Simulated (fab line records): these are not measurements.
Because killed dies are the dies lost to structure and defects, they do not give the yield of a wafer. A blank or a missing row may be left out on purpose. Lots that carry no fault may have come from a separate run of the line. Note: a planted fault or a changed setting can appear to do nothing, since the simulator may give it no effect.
The tool behind it: which one?    flow sky130    12 lots with 36 wafers sampled at 3 steps, on a route of 708 steps

== WHAT THE GAUGES READ, wafer by wafer ==
SKY_VIA2_CD_MEAS_12: target cd 200 nm. Usual: cdNm at 200.7 nm, with a standard deviation of 1.3.
lot   measured      on        cdNm (nm)          flag
L895  day 37 19:09  cdSem-02  199.2 198.9 199.0  
L897  day 38 06:27  cdSem-02  203.0 203.9 202.0  
L896  day 38 08:10  cdSem-02  201.8 202.4 202.0  
L898  day 38 15:58  cdSem-01  198.7 200.3 197.9  
L899  day 38 23:48  cdSem-01  200.7 198.7 198.8  
L900  day 39 06:10  cdSem-01  201.9 202.9 203.1  
L901  day 39 14:50  cdSem-01  201.4 199.6 200.7  
L904  day 40 19:10  cdSem-01  199.9 199.6 199.7  
L905  day 41 01:25  cdSem-01  198.0 197.1 197.6  
L915  day 43 14:54  cdSem-01  201.7 201.3 200.9  
L916  day 43 20:10  cdSem-01  199.6 201.2 199.6  
L918  day 44 03:25  cdSem-01  200.3 201.5 201.5  

== WHAT TOOL EACH LOT RAN ON (gives the tool, then ch and the chambers of the sampled wafers, and finally the start) ==
lot   SKY_LOCAL_INTERCONNECT_ETCH_13    SKY_CONTACT_ETCH_16
L895  rieMetal-03 ch 1, day 31 17:37    rieDiel-02 ch 2,3, day 33 02:40
L897  rieMetal-04 ch 0,1, day 32 06:01  rieDiel-02 ch 0,1, day 33 13:51
L896  rieMetal-02 ch 0,1, day 32 06:29  rieDiel-01 ch 0,1,3, day 33 13:52
L898  rieMetal-02 ch 0,1, day 32 16:46  rieDiel-02 ch 1,2, day 33 22:58
L899  rieMetal-02 ch 0,1, day 33 03:14  rieDiel-01 ch 1,2,3, day 34 09:10
L900  rieMetal-02 ch 0,1, day 33 10:18  rieDiel-02 ch 0,2,3, day 34 14:42
L901  rieMetal-03 ch 0,1, day 33 18:37  rieDiel-04 ch 1,2, day 34 23:03
L904  rieMetal-03 ch 0,1, day 35 01:40  rieDiel-04 ch 0,3, day 36 05:25
L905  rieMetal-02 ch 0,1, day 35 07:38  rieDiel-01 ch 0,3, day 36 11:41
L915  rieMetal-03 ch 0,1, day 38 03:49  rieDiel-02 ch 0,3, day 39 06:45
L916  rieMetal-04 ch 0,1, day 38 10:09  rieDiel-01 ch 2,3, day 39 13:31
L918  rieMetal-03 ch 0,1, day 38 19:04  rieDiel-01 ch 0,2,3, day 39 21:45
- SKY_LOCAL_INTERCONNECT_ETCH_13: etches BARC in N2/H2, stops on SiO2, time 45.9 s, target depth 60 nm.
- SKY_CONTACT_ETCH_16: etches BARC in N2/H2, stops on SiO2, time 45.9 s, target depth 60 nm.

== WHAT THE TOOLS THEMSELVES READ (means of the sampled wafers that have a number; where no wafer has one, the mark that the record gives instead) ==
SKY_LOCAL_INTERCONNECT_ETCH_13. Usual: drypumpMotorCurrentA 5.5 A, standard deviation 0.48; heBacksideLeakSccm 3.32 sccm, standard deviation 0.18; oesProductAu 0.855 a.u., standard deviation 0.0049; throttleValvePct 13.224 %, standard deviation 0.0089.
lot   tool         drypumpMotorCurrentA (A)  heBacksideLeakSccm (sccm)  oesProductAu (a.u.)  throttleValvePct (%)  flag
L895  rieMetal-03  4.7                       3.42                       0.857                13.229                
L897  rieMetal-04  5.4                       3.24                       0.856                13.225                
L896  rieMetal-02  5.8                       3.19                       0.844                13.220                
L898  rieMetal-02  5.9                       3.28                       0.857                13.222                
L899  rieMetal-02  5.9                       3.23                       0.856                13.226                
L900  rieMetal-02  5.9                       3.19                       0.858                13.224                
L901  rieMetal-03  5.1                       3.44                       0.854                13.228                
L904  rieMetal-03  5.4                       3.48                       0.857                13.227                
L905  rieMetal-02  5.8                       3.26                       0.851                13.214                
L915  rieMetal-03  5.1                       3.43                       0.856                13.220                
L916  rieMetal-04  5.4                       3.27                       0.855                13.223                
L918  rieMetal-03  5.4                       3.31                       0.862                13.214                

SKY_CONTACT_ETCH_16. Usual: drypumpMotorCurrentA 5.9 A, standard deviation 0.49; oesProductAu 0.854 a.u., standard deviation 0.0047; throttleValvePct 13.223 %, standard deviation 0.0087.
lot   tool        drypumpMotorCurrentA (A)  oesProductAu (a.u.)  throttleValvePct (%)  flag
L895  rieDiel-02  6.0                       0.849                13.226                
L897  rieDiel-02  5.4                       0.854                13.223                
L896  rieDiel-01  6.0                       0.856                13.221                
L898  rieDiel-02  5.9                       0.856                13.229                
L899  rieDiel-01  6.1                       0.853                13.220                
L900  rieDiel-02  5.7                       0.862                13.231                
L901  rieDiel-04  6.5                       0.856                13.221                
L904  rieDiel-04  6.1                       0.854                13.221                
L905  rieDiel-01  6.2                       0.854                13.220                
L915  rieDiel-02  5.3                       0.860                13.219                
L916  rieDiel-01  6.3                       0.856                13.211                
L918  rieDiel-01  6.1                       0.854                13.227                

== THE ANSWER, worked out from the rows above alone ==
Rule: take the mean of a lot's wafers that have a number; if it is more than 3 standard deviations from the usual mean, the lot is off. A lot without any number at a reading at which 4 lots or more have one is off too. Where the step has rows for the other lots, those lots are counted as sound. After the gauges, taken in route order, come the tools' own readings; for these a lot's mean is taken, as printed above. The first step at which some lot is off is used, and at that step the reading that is off furthest; a lot without a number counts as furthest.
No lot is off at any reading shown: from this, nothing can be told.

== WHAT THE SIMULATOR HAD PUT IN ==
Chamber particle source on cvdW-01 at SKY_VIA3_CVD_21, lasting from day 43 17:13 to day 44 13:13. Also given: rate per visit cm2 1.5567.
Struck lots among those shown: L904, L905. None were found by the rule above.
